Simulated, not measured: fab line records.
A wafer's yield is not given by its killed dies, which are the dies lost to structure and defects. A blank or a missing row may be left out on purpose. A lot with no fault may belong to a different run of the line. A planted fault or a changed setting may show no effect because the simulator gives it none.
A struck lot beside a sound one || flow sky130 || 20 out of 708 route steps
Sound: the wafers L873.4, L873.5, L873.6. Struck: wafer L885.5 (left out: L885.6, a lot-mate that was not struck); the cause follows at the end.
Per side, at each step with rows, come the tool, then ch with its chambers, and then its first start. Under that, the readings that differ: sound wafers || struck wafers || difference of the means || sigmas: that difference in standard deviations of wafers without a fault.
alike: same words and numbers on both sides, and readings whose means sit less than 2 such deviations apart. not compared: any withheld reading, any reading some wafer has no value for, any bound like >300 that may hide the same value, and any number with overlapping values for which the record gives no deviation.
The two part at a step that has a row with sigmas, a row that says differs or no value, or rows on one side only. Non-overlapping numbers with no deviation appear without sigmas and do not part them. A reading missing from all wafers of one side parts the sides only when that side holds two or more wafers.

SKY_SD_N_RS_MEAS_17: measures by four-point-probe.
  struck on film_metro-01, day 31 22:19; sound on film_metro-03, day 27 21:25
  alike: SD_P_RS
SKY_SD_N_RS_MEAS_18: measures by four-point-probe.
  struck on film_metro-01, day 31 22:26; sound on film_metro-03, day 27 21:32
  alike: RES_XHIGH_RS
then, 2 steps without rows for these wafers: SKY_SALICIDE_CLEAN_00 (cleans in HF-last, time 30 s); SKY_LI_CONTACT_HDPCVD_00 (deposits PSG, target thk 930 nm, time 155 s).
SKY_LI_CONTACT_THK_MEAS_01:
  struck on film_metro-01, day 31 22:38; sound on film_metro-01, day 27 21:44
  alike: LI_CONTACT_HDPCVD_THK
SKY_LI_CONTACT_CMP_02: polishes PSG.
  sound on cmp-01 ch 0,1, day 27 21:49; struck on cmp-01 ch 1, day 31 22:52
  alike: motor_current_A, slurry_filter_dp_kPa, time_to_endpoint_s
SKY_LI_CONTACT_BOW_MEAS_03:
  struck on film_metro-01, day 31 23:02; sound on film_metro-04, day 27 22:08
  alike: LI_CONTACT_BOW
then, 5 steps without rows for these wafers: SKY_LI_CONTACT_DEHYDRATE_04 (time 60 s); SKY_LI_CONTACT_HMDS_05 (prime time 60 s); SKY_LI_CONTACT_COAT_06 (resist thk 60 nm); SKY_LI_CONTACT_COAT_07 (resist thk 450 nm); SKY_LI_CONTACT_SOFTBAKE_08 (time 90 s).
SKY_LI_CONTACT_EXPOSE_09: exposes mask LICM1, target cd 170 nm.
  sound on krf_scanner-01 ch 0, day 28 12:21; struck on krf_scanner-01 ch 0, day 32 13:01
  alike: mask, focus_offset_nm
then, 2 steps without rows for these wafers: SKY_LI_CONTACT_PEB_10; SKY_LI_CONTACT_DEVELOP_11 (develop time 60 s).
SKY_LI_CONTACT_CD_MEAS_12: target cd 170 nm.
  struck on cd_sem-01, day 33 01:44; sound on cd_sem-01, day 29 02:00
{"reading": "cd_nm (nm)", "sound": "172.5 172.4 173.6", "struck": 165.0, "difference": -7.8, "sigmas": -5}
SKY_LI_CONTACT_OVL_MEAS_13:
  struck on overlay-01, day 33 01:47; sound on overlay-01, day 29 02:05
{"reading": "LI_CONTACT_OVL (nm)", "sound": "-12 2 -2", "struck": 9, "difference": "+13", "sigmas": "+2"}
SKY_LI_CONTACT_ETCH_14: etches BARC in N2/H2, stops on SiO2, time 45.9 s, target depth 60 nm.
  sound on rie_diel-04 ch 0,1,2, day 29 02:05; struck on rie_diel-04 ch 0, day 33 01:49
{"reading": "model.LI_CONTACT.cd_nm (nm)", "sound": "172.8 173 173.4", "struck": 164.4, "difference": -8.7, "sigmas": ""}
  alike: drypump_motor_current_A, h2_flow_sccm, n2_flow_sccm, oes_product_au, throttle_valve_pct
  not compared: rf_hours_counter_h
SKY_LI_CONTACT_ETCH_15: etches PSG in C4F8/O2/Ar, stops on Si, target depth 600 nm.
  sound on rie_diel-04 ch 0,1,2, day 29 02:08; struck on rie_diel-04 ch 0, day 33 01:53
{"reading": "model.LI_CONTACT.cd_nm (nm)", "sound": "173 172.7 173.4", "struck": 164.3, "difference": -8.7, "sigmas": ""}
  alike: oes_product_au
SKY_LI_CONTACT_STRIP_16: strips in O2/N2.
  sound on plasma_asher-02 ch 0,1, day 29 02:16; struck on plasma_asher-04 ch 0, day 33 02:00
{"reading": "o2_flow_sccm (sccm)", "sound": "3008 3013 3017", "struck": 2991, "difference": -22, "sigmas": -2}
{"reading": "strip_time_to_endpoint_s (s)", "sound": "3.513 3.474 3.464", "struck": 3.534, "difference": "+0.050", "sigmas": "+2"}
  alike: drypump_motor_current_A, n2_flow_sccm, oes_product_au
  not compared: rf_hours_counter_h

== WHERE THEY PART ==
Last at SKY_LI_CONTACT_STRIP_16 as far as this record goes, first at SKY_LI_CONTACT_CD_MEAS_12.

WHY: the cause the simulator had injected
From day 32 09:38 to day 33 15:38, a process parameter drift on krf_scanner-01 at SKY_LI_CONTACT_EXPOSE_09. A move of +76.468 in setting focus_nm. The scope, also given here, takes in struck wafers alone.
